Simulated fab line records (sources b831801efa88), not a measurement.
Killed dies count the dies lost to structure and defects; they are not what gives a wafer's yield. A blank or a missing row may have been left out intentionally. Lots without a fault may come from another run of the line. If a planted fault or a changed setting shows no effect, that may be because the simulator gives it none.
A struck lot beside a sound one / flow gf180mcu / 38 steps out of a route of 602
Sound: the wafers L494.3, L494.4, L494.6. Struck: wafers L507.1, L507.4. (L507.5 of the same lot was not struck and is left out.) The cause comes at the end.
Per side, at each step with rows, come the tool, then ch with its chambers, and then its first start. Under that, the readings that differ: sound wafers / struck wafers / difference of the means / sigmas: that difference in standard deviations of wafers without a fault.
alike: words and numbers the same on both sides, and readings whose means are apart by under 2 such deviations; not compared: readings that were withheld, readings missing a value for some wafer, numbers with overlapping values and no deviation given by the record, and bounds like >300 which may hide the same value.
Wherever a step has rows on one side only, a row that says differs or no value, or a row with sigmas, the two part there. Numbers that have no deviation but don't overlap get no sigmas and don't part them. Lack of a reading on every wafer of one side parts them only where that side has two or more wafers.

first, 10 steps without rows for these wafers: GF_STI_DEVELOP_11 (develop time 60 s); GF_STI_ETCH_13 (etches the open film in CHF3/O2, stops on Si, target depth 282.31 nm, time 112.9 s); GF_STI_ETCH_14 (etches Si in HBr/Cl2/O2, target depth 360 nm, time 102.9 s); GF_STI_STRIP_15 (strips in O2/N2); GF_STI_CLEAN_16 (cleans in dHF, time 25 s); GF_STI_WET_ETCH_17 (etches Si3N4 in H3PO4, target depth 45 nm, time 514 s); GF_STI_CLEAN_18 (cleans in SC1/SC2, time 150 s); GF_STI_CLEAN_19 (cleans in dHF, time 20 s); GF_STI_WET_ETCH_20 (etches SiO2 in dHF, target depth 20 nm, time 400 s); GF_STI_OXIDATION_21 (stabilise 600 s, purge 300 s, target thk 15 nm).
GF_STI_CVD_23: deposits SiO2, target thk 650 nm, time 108.3 s.
  sound on hdpcvd-02 ch 0,1, day 3 21:09; struck on hdpcvd-02 ch 0, day 6 15:31
reading=pressure-mtorr (mTorr); sound=6.015 5.998 5.994; struck=5.979 5.978; difference=-0.024; sigmas=-2
reading=sih4-flow-sccm (sccm); sound=60.16 59.95 59.96; struck=48.22 48.23; difference=-11.80; sigmas=-79
reading=model.SiO2_of_STI_CVD_23.thk-nm (nm); sound=654.7 657.7 655; struck=518.8 516.9; difference=-138.0; sigmas=
GF_STI_THK_MEAS_24:
  sound on film-metro-02 at day 3 21:14; struck on film-metro-01 at day 6 15:49
reading=STI_CVD_23_THK (nm); sound=655 658 656; struck=519 517; difference=-138; sigmas=-21
  not compared: hold
GF_STI_CMP_25: polishes, stops on Si3N4, t overpolish 33 s, target thk 524.6 nm.
  sound on cmp-01 ch 1,2,3, day 3 21:17; struck on cmp-01 ch 0,1, day 6 18:26
reading=hold; sound=- - -; struck=await-dispo/2.5h/release await-dispo/2.5h/release; difference=no value on the sound wafers; sigmas=
reading=time-to-endpoint-s (s); sound=122 122 124; struck=100 100; difference=-23; sigmas=-5
  alike: motor-current-A, platen-rpm, retaining-ring-pressure-frac, slurry-flow-ml-min
then, 23 steps without rows for these wafers: GF_STI_WET_ETCH_26 (etches SiO2 in dHF, target depth 94 nm, time 188 s); GF_STI_WET_ETCH_27 (etches Si3N4 in H3PO4, target depth 160 nm, time 1825 s); GF_STI_WET_ETCH_28 (etches SiO2 in dHF, target depth 20 nm, time 40 s); GF_STI_OXIDATION_29 (stabilise 600 s, purge 300 s, target thk 10 nm); GF_DNWELL_DEHYDRATE_00 (time 60 s); GF_DNWELL_HMDS_01 (prime time 60 s); GF_DNWELL_COAT_02 (resist thk 3000 nm); GF_DNWELL_SOFTBAKE_03; GF_DNWELL_EXPOSE_04 (exposes mask DNWELL, target cd 1700 nm); GF_DNWELL_PEB_05; GF_DNWELL_DEVELOP_06 (develop time 60 s); GF_DNWELL_IMPLANT_07; GF_DNWELL_STRIP_08 (strips in O2/N2); GF_NWELL_DEHYDRATE_00 (time 60 s); GF_NWELL_HMDS_01 (prime time 60 s); GF_NWELL_COAT_02 (resist thk 3000 nm); GF_NWELL_SOFTBAKE_03; GF_NWELL_EXPOSE_04 (exposes mask Nwell, target cd 860 nm); GF_NWELL_PEB_05; GF_NWELL_DEVELOP_06 (develop time 60 s); GF_NWELL_IMPLANT_08; GF_NWELL_IMPLANT_09; GF_NWELL_STRIP_10 (strips in O2/N2).
-- the record jumps here: 16 days lie between the struck wafers' starts before and after (it left off in module NWELL and takes up again in module SALICIDE, whose first step shown is number 279 of the route) --
GF_SALICIDE_WET_ETCH_01: etches SiO2 in dHF, target depth 5 nm, time 100 s.
  sound on wet-bench-02 ch 2, day 18 02:01; struck on wet-bench-02 ch 0, day 22 13:53
reading=model.SiO2_of_STI_CVD_23.thk-nm (nm); sound=335.9 334.6 336.7; struck=331.7 329.8; difference=-5.0; sigmas=
-- the record jumps here: 12 days lie between the struck wafers' starts before and after (it left off in module SALICIDE and takes up again in module PASSIVATION, whose first step shown is number 602 of the route) --
GF_PASSIVATION_PROBE_99:
  record: rows for the struck wafers here (prober-02, day 34 14:53), none for the sound ones

== WHERE THEY PART ==
First at GF_STI_CVD_23; last, within this record, at GF_PASSIVATION_PROBE_99.

WHY: what the simulator had put in
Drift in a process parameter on hdpcvd-02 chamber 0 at GF_STI_CVD_23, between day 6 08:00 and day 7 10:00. The setting sih4-flow-sccm was moved by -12, starting from 60. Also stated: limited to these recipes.
